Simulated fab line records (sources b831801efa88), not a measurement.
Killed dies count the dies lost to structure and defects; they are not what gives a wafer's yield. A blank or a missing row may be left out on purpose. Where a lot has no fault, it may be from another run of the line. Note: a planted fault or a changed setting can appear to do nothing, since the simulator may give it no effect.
Struck lot and sound lot, side by side | flow sky130 | 16 steps out of a route of 708
Sound: wafers L287.2, L287.4, L287.6. Struck: wafers L279.2, L279.4, L279.5. The cause is named last.
Order at every step that has rows: each side's tool, ch and its chambers, its first start. Under that, the readings that differ: sound wafers | struck wafers | difference of the means | sigmas: that difference in standard deviations of wafers without a fault.
alike: same words and numbers on both sides, and readings whose means sit less than 2 such deviations apart. not compared: any withheld reading, any reading some wafer has no value for, any bound like >300 that may hide the same value, and any number with overlapping values for which the record gives no deviation.
A row with sigmas, a row that says differs or no value, or rows on one side alone: a step with any of these is where the two part. Numbers that have no deviation but don't overlap get no sigmas and don't part them. Lack of a reading on every wafer of one side parts them only where that side has two or more wafers.

SKY_NWELL_RS_MEAS_29: uses a four-point probe to measure.
  struck on film metro-03, day 7 03:26; sound on film metro-03, day 9 09:31
  alike: NWELL_RS
SKY_NWELL_RS_MEAS_31: uses a four-point probe to measure.
  struck on film metro-03, day 7 03:40; sound on film metro-03, day 9 09:46
  alike: PWDE_RS
then, 7 steps without rows for these wafers: SKY_VT_ADJUST_HVTP_DEHYDRATE_00 (time 60 s); SKY_VT_ADJUST_HVTP_HMDS_01 (prime time 60 s); SKY_VT_ADJUST_HVTP_COAT_02 (resist thk 1140 nm); SKY_VT_ADJUST_HVTP_SOFTBAKE_03 (time 60 s); SKY_VT_ADJUST_HVTP_EXPOSE_04 (exposes mask HVTPM, target cd 380 nm); SKY_VT_ADJUST_HVTP_PEB_05; SKY_VT_ADJUST_HVTP_DEVELOP_06 (develop time 60 s).
SKY_VT_ADJUST_HVTP_CD_MEAS_07: the cd target is 380 nm.
  struck on cd sem-01, day 7 23:41; sound on cd sem-01, day 10 06:14
  alike: cd nm
SKY_VT_ADJUST_HVTP_OVL_MEAS_08:
  struck on overlay-02, day 7 23:47; sound on overlay-01, day 10 06:20
  alike: VT_ADJUST_HVTP_OVL
SKY_VT_ADJUST_HVTP_IMPLANT_09:
  sound on implanter-04 ch 0, day 10 06:23; struck on implanter-02 ch 0, day 7 23:50
  reading                   | sound                | struck               | difference | sigmas
  beam energy keV           | 149.98 150.01 150.01 | 159.04 159.07 159.03 | +9.05      | +99 or more
  model.implant.rp nm (nm)  | 83.44 83.44 83.44    | 91.73 91.73 91.73    | +8.29      |
  model.implant.drp nm (nm) | 33.4 33.4 33.4       | 35.07 35.07 35.07    | +1.67      |
SKY_VT_ADJUST_HVTP_STRIP_10: strips in O2/N2.
  sound on plasma asher-03 ch 0,1, day 10 06:31; struck on plasma asher-02 ch 0,1, day 7 23:58
  alike: drypump motor current A, oes product au, strip time to endpoint s
  not compared: rf hours counter h
SKY_VT_ADJUST_HVTP_TW_MEAS_11:
  struck on film metro-01, day 8 00:05; sound on film metro-01, day 10 06:38
  reading           | sound          | struck         | difference | sigmas
  VT_ADJUST_HVTP_TW | 1355 1357 1362 | 1391 1395 1392 | +35        | +5
then, 1 step without rows for these wafers: SKY_VT_ADJUST_LVTN_DEHYDRATE_00 (time 60 s).
-- a jump in the record: the struck wafers' starts before and after are 40 days apart (it breaks off in module VT_ADJUST_LVTN and resumes in module PAD_OPEN, where the first step shown is number 708 of the route) --
SKY_PAD_OPEN_PROBE_99:
  struck on prober-02, day 47 16:11; sound on prober-02, day 49 16:20
  reading                                    | sound                | struck               | difference | sigmas
  killed at other                            | 0 0 0                | 2 3 0                | +2         | +3
  model.etest.tip p.rs ohm sq                | 6847 6957 6818       | 6544 6543 6585       | -317       |
  model.etest.pfet_01v8.drive ua um          | 184.8 187.8 188.1    | 211.5 200 198.5      | +16.4      |
  model.etest.pfet_01v8_mvt.drive ua um      | 149.5 149.2 149.7    | 166.2 161.2 160.4    | +13.1      |
  model.etest.pfet_01v8_hvt.drive ua um      | 137.7 139.6 140.6    | 157.1 149.9 148      | +12.4      |
  model.etest.pfet_01v8_mvt.off log10 a um   | -10.94 -10.85 -10.65 | -9.196 -9.355 -9.37  | +1.506     |
  model.etest.pfet_01v8.off log10 a um       | -10.25 -9.959 -9.936 | -8.529 -8.853 -8.829 | +1.311     |
  model.etest.sram pfet latch.off log10 a um | -13.13 -12.8 -12.93  | -12.04 -12.29 -12.05 | +0.83      |
  model.etest.pfet_01v8_hvt.off log10 a um   | -13.36 -13.15 -13.4  | -12.3 -12.63 -12.47  | +0.8       |
  alike: killed_at_M0_to_M3, killed_at_M4_up, killed at contacts, killed at front end, killed dies, killed open, killed short

## WHERE THEY PART
Earliest at SKY_VT_ADJUST_HVTP_IMPLANT_09; latest, in this record, at SKY_PAD_OPEN_PROBE_99.

WHY: what the simulator had put in
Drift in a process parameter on implanter-02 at SKY_VT_ADJUST_HVTP_IMPLANT_09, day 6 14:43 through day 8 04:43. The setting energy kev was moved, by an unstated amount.
